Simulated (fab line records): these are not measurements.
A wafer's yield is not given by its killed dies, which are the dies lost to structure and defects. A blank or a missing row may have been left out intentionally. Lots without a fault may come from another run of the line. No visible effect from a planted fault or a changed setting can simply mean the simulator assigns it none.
fab line records    flow gf180mcu
record: lots: 15  wafers: 45  last-day: 34
route steps=602 shown M1@319
lots that met no fault: taken from a fault-free run of the same line
start-h: hours from the record's first day to the start of the lot's first wafer shown    wait-h: time in hours since the lot's previous step    " the same as in the row above    L1.1+2: a row that stands for several wafers    - either no value or no given start    * or withheld: withheld    < > ~ a bound
route shown NAME@n: NAME is a module with steps in the file, n the number in the route of the first one    usual: mean/standard deviation taken from wafers without a fault    same: alike in all rows    chamber/n: place in a boat    sites: readings site by site    _std_site: the values' standard deviation    _edge_site: outer sites' mean less inner sites'    radius-mm: how far each site lies from the wafer's centre    mask NAME#n: copy n    behind: tool/chamber where the wafer was last shaped    hold: why the lot went on hold/how many hours it stayed there/how the hold came to an end    device: which transistor (n, p or np) failed to switch    end of line: tests of these same wafers at the route's end    for a step that has no rows: nothing shown but its recipe    killed: dies that structure and defects cost at the first sort, which is not the same as the wafer's yield    map: dies across one wafer; x = killed, . = not, _ = none there
set.NAME: the setting as run; set.NAME@STEP: as run at that earlier step    model.NAME: the simulator's own value behind a step, which no gauge read
steps of the route over a sample of lots; a table a step, a row a wafer
services: the hour from which a tool's chamber was out of use, counted from the record's first day as start-h (under 0 if before that day), plus the number of hours and why
== steps ==
step: GF_M1_SPUTTER_04
recipe: material: TiN  target-thk-nm: 50  power-w: 6500  time-s: 41.7  chamber-pressure-pa: 0.4
usual: cathode-dc-power-W: 6500.2/1.2  chamber-pressure-pa: 0.4001/0.0007  throttle-valve-pct: 29.3/1.1
lot.wafer  tool            chamber  start-h  wait-h  cathode-dc-power-W  chamber-pressure-pa  throttle-valve-pct
L666.3     pvd-sputter-04  -        372.66   0.0     6500.1              0.4002               29.4
L666.4     "               -        "        "       6503.9              0.4009               29.3
L666.5     "               -        "        "       6499.4              0.3994               29.6
L669.3     pvd-sputter-02  -        392.56   0.0     6500.4              0.4014               30.8
L669.4     "               -        "        "       6498.6              0.3998               29.8
L669.6     "               -        "        "       6499.8              0.4005               30.8
L671.3     pvd-sputter-04  -        416.48   0.0     6501.1              0.4005               29.9
L671.4     "               -        "        "       6499.0              0.4017               28.7
L671.6     "               -        "        "       6500.4              0.4015               29.8
L672.1     pvd-sputter-02  -        421.48   0.0     6500.3              0.4013               29.0
L672.2     "               -        "        "       6497.5              0.3998               28.2
L672.3     "               -        "        "       6501.8              0.4019               29.9
L673.3     pvd-sputter-01  -        422.14   0.0     6500.8              0.4001               29.4
L673.4     "               -        "        "       6500.3              0.3999               26.5
L673.6     "               -        "        "       6498.6              0.3988               29.4
L674.3     pvd-sputter-02  -        435.65   0.0     -                   -                    -
L674.4     "               -        "        "       -                   -                    -
L674.6     "               -        "        "       -                   -                    -
L675.1     pvd-sputter-01  -        442.24   0.0     -                   -                    -
L675.3     "               -        "        "       -                   -                    -
L675.6     "               -        "        "       -                   -                    -
L676.2     pvd-sputter-01  -        452.61   0.0     -                   -                    -
L676.3     "               -        "        "       -                   -                    -
L676.6     "               -        "        "       -                   -                    -
L677.2     pvd-sputter-02  -        465.68   0.0     6498.0              0.4002               28.2
L677.3     "               -        "        "       6499.1              0.3996               30.7
L677.5     "               -        "        "       6499.0              0.4010               28.1
L681.1     pvd-sputter-04  -        495.15   0.0     6500.8              0.3994               29.9
L681.2     "               -        "        "       6500.2              0.4001               28.9
L681.5     "               -        "        "       6500.4              0.4013               28.6
L682.2     pvd-sputter-02  -        501.96   0.0     6500.6              0.4005               28.1
L682.5     "               -        "        "       6498.8              0.4002               30.9
L682.6     "               -        "        "       6500.0              0.4004               29.7
L683.1     pvd-sputter-01  -        510.02   0.0     6499.5              0.4006               29.3
L683.4     "               -        "        "       6498.5              0.4004               30.1
L683.6     "               -        "        "       6498.2              0.4006               29.5
L687.4     pvd-sputter-02  -        538.00   0.0     6500.1              0.3993               30.8
L687.5     "               -        "        "       6501.2              0.4000               29.9
L687.6     "               -        "        "       6500.0              0.4007               28.9
L688.1     pvd-sputter-04  -        547.26   0.0     6502.0              0.3992               29.4
L688.4     "               -        "        "       6500.0              0.4004               29.4
L688.6     "               -        "        "       6501.5              0.4001               28.8
L689.1     pvd-sputter-02  -        556.81   0.0     6500.2              0.3995               27.9
L689.3     "               -        "        "       6500.1              0.3992               29.0
L689.4     "               -        "        "       6499.4              0.3998               29.7
step: GF_M1_THK_MEAS_06
recipe: thk-meas-gauge: xrf  reads: AlCu_of_M1_SPUTTER_02
usual: M1_ALCU_THK: 450/5.3
lot.wafer  tool           chamber  start-h  wait-h  M1_ALCU_THK[nm]
L666.3     film-metro-02  -        372.84   0.1     454
L666.4     "              -        "        "       457
L666.5     "              -        "        "       453
L669.3     film-metro-04  -        392.74   0.1     454
L669.4     "              -        "        "       446
L669.6     "              -        "        "       458
L671.3     film-metro-02  -        416.66   0.1     451
L671.4     "              -        "        "       456
L671.6     "              -        "        "       451
L672.1     film-metro-03  -        421.64   0.1     447
L672.2     "              -        "        "       448
L672.3     "              -        "        "       446
L673.3     film-metro-03  -        422.32   0.1     443
L673.4     "              -        "        "       457
L673.6     "              -        "        "       450
L674.3     film-metro-03  -        435.83   0.1     496
L674.4     "              -        "        "       507
L674.6     "              -        "        "       493
L675.1     film-metro-02  -        442.40   0.1     504
L675.3     "              -        "        "       499
L675.6     "              -        "        "       511
L676.2     film-metro-04  -        452.78   0.1     502
L676.3     "              -        "        "       502
L676.6     "              -        "        "       497
L677.2     film-metro-03  -        465.85   0.1     454
L677.3     "              -        "        "       461
L677.5     "              -        "        "       451
L681.1     film-metro-03  -        495.31   0.1     445
L681.2     "              -        "        "       448
L681.5     "              -        "        "       448
L682.2     film-metro-02  -        502.13   0.1     441
L682.5     "              -        "        "       448
L682.6     "              -        "        "       441
L683.1     film-metro-02  -        510.18   0.1     449
L683.4     "              -        "        "       447
L683.6     "              -        "        "       452
L687.4     film-metro-03  -        538.17   0.1     447
L687.5     "              -        "        "       441
L687.6     "              -        "        "       442
L688.1     film-metro-02  -        547.42   0.1     445
L688.4     "              -        "        "       457
L688.6     "              -        "        "       453
L689.1     film-metro-02  -        556.97   0.1     455
L689.3     "              -        "        "       454
L689.4     "              -        "        "       454
step: GF_M1_METAL_ETCH_16
recipe: chemistry: Cl2/BCl3  mask-material: KrF  target-depth-nm: 627.5  stop-on: SiO2  pressure-mtorr: 8  icp-w: 800  bias-w: 140  Cl2_flow_sccm: 80  bcl3-flow-sccm: 40  time-s: 104.6
usual: bcl3-flow-sccm: 39.99/0.12  drypump-motor-current-A: 5.33/0.2  oes-product-au: 0.970/0.0066  throttle-valve-pct: 28.251/0.01
lot.wafer  tool          chamber  start-h  wait-h  bcl3-flow-sccm  drypump-motor-current-A  oes-product-au  rf-hours-counter-h  throttle-valve-pct
L666.3     rie-metal-01  1        395.36   0.1     40.07           5.07                     0.970           -                   28.254
L666.4     "             0        "        "       40.05           5.37                     0.981           -                   28.244
L666.5     "             1        "        "       39.91           5.08                     0.978           -                   28.241
L669.3     rie-metal-03  1        415.43   0.1     39.83           5.51                     0.967           -                   28.247
L669.4     "             0        "        "       39.93           4.95                     0.967           -                   28.260
L669.6     "             1        "        "       40.03           5.51                     0.970           -                   28.263
L671.3     rie-metal-03  0        440.57   0.1     39.91           4.96                     0.969           -                   28.257
L671.4     "             1        "        "       40.06           5.52                     0.972           -                   28.265
L671.6     "             1        "        "       40.03           5.53                     0.966           -                   28.257
L672.1     rie-metal-01  1        445.66   0.0     39.97           5.09                     0.963           10                  28.251
L672.2     "             0        "        "       39.90           5.39                     0.973           2                   28.245
L672.3     "             0        "        "       39.91           5.37                     0.970           -                   28.254
L673.3     rie-metal-03  0        446.40   0.1     39.89           4.94                     0.970           -                   28.252
L673.4     "             1        "        "       40.04           5.52                     0.978           -                   28.259
L673.6     "             1        "        "       40.03           5.51                     0.975           -                   28.258
L674.3     rie-metal-01  1        460.76   0.1     39.84           5.12                     0.977           -                   28.234
L674.4     "             0        "        "       39.95           5.36                     1.001           -                   28.226
L674.6     "             0        "        "       39.98           5.40                     0.989           -                   28.216
L675.1     rie-metal-04  1        466.69   0.0     40.23           5.54                     0.998           8                   28.223
L675.3     "             1        "        "       40.09           5.55                     0.987           -                   28.213
L675.6     "             0        "        "       40.24           5.29                     0.987           -                   28.231
L676.2     rie-metal-04  1        477.11   0.0     39.91           5.55                     0.998           8                   28.213
L676.3     "             1        "        "       40.04           5.56                     0.992           -                   28.232
L676.6     "             1        "        "       39.99           5.56                     0.992           -                   28.244
L677.2     rie-metal-04  0        490.06   0.0     39.89           5.31                     0.973           2                   28.240
L677.3     "             1        "        "       40.07           5.55                     0.985           -                   28.221
L677.5     "             1        "        "       40.03           5.57                     0.971           -                   28.242
L681.1     rie-metal-03  1        518.64   0.0     39.95           5.51                     0.960           4                   28.258
L681.2     "             1        "        "       40.16           5.51                     0.957           -                   28.260
L681.5     "             1        "        "       40.04           5.51                     0.964           -                   28.237
L682.2     rie-metal-04  0        524.66   0.0     39.97           5.32                     0.965           3                   28.282
L682.5     "             0        "        "       39.72           5.33                     0.968           -                   28.253
L682.6     "             1        "        "       40.18           5.55                     0.962           -                   28.252
L683.1     rie-metal-04  1        532.77   0.0     39.76           5.55                     0.970           9                   28.244
L683.4     "             1        "        "       39.83           5.55                     0.974           -                   28.251
L683.6     "             0        "        "       40.15           5.31                     0.971           -                   28.233
L687.4     rie-metal-04  1        560.02   0.0     40.03           5.56                     0.963           -                   28.235
L687.5     "             1        "        "       39.91           5.57                     0.958           -                   28.254
L687.6     "             0        "        "       40.04           5.28                     0.971           -                   28.268
L688.1     rie-metal-04  1        569.29   0.0     40.02           5.54                     0.960           10                  28.261
L688.4     "             1        "        "       40.03           5.55                     0.980           -                   28.245
L688.6     "             0        "        "       40.09           5.29                     0.977           -                   28.258
L689.1     rie-metal-01  0        578.36   0.0     40.04           5.39                     0.973           7                   28.249
L689.3     "             1        "        "       39.93           5.05                     0.978           -                   28.254
L689.4     "             0        "        "       40.06           5.38                     0.975           -                   28.243
== services ==
tool            chamber  start-h  hours  kind
rie-metal-03    -        372.96   0.6    repair
pvd-sputter-04  -        386.81   2.7    repair
pvd-sputter-04  3        424.86   -      consumable-replace:kit
pvd-sputter-04  3        424.86   18.0   scheduled-down
pvd-sputter-04  3        424.86   18.0   vent-cycle
rie-metal-03    0        494.86   -      clean
rie-metal-03    0        494.86   27.5   scheduled-down
rie-metal-03    0        494.86   27.5   vent-cycle
pvd-sputter-02  1        523.51   -      consumable-replace:kit
pvd-sputter-02  1        523.51   18.0   scheduled-down
pvd-sputter-02  1        523.51   18.0   vent-cycle
rie-metal-01    -        525.07   0.2    repair
rie-metal-01    1        548.18   -      clean
rie-metal-01    1        548.18   18.4   scheduled-down
rie-metal-01    1        548.18   18.4   vent-cycle
pvd-sputter-01  -        548.28   1.2    repair
rie-metal-03    1        559.86   6.8    repair
pvd-sputter-01  2        562.14   -      consumable-replace:kit
pvd-sputter-01  2        562.14   18.0   scheduled-down
pvd-sputter-01  2        562.14   18.0   vent-cycle
== key ==
first-sign: step: GF_M1_SPUTTER_04  reading: tool-record  direction: missing
effect: step: GF_M1_THK_MEAS_06  reading: M1_ALCU_THK  direction: up  sigmas: 9.6  usual: 450  struck: 501
effect: step: GF_M1_METAL_ETCH_16  reading: oes-product-au  direction: up  sigmas: 3.2  usual: 0.970  struck: 0.991  wafers-moved: 8
met-at GF_M1_SPUTTER_04
struck-lots L674,L675,L676
later-rows-left-out L674.3,L674.4,L674.6,L675.1,L675.3,L675.6,L676.2,L676.3,L676.6
sort-left-out L674.3,L674.4,L674.6,L675.1,L675.3,L675.6,L676.2,L676.3,L676.6
onset-between 422.14 435.65
fault: kind: skipped-step-whole  tool: pvd-sputter-01,pvd-sputter-02  chamber: -  onset-h: 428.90  steps: GF_M1_SPUTTER_04  scope: struck-lots-only
sort-left-out: the simulated sort isn't trusted on such a fault, so these wafers' sort isn't shown, and their yield isn't known
later-rows-left-out: the simulator's readings of these wafers behind a module that went badly wrong aren't trusted and aren't shown, but for the sort
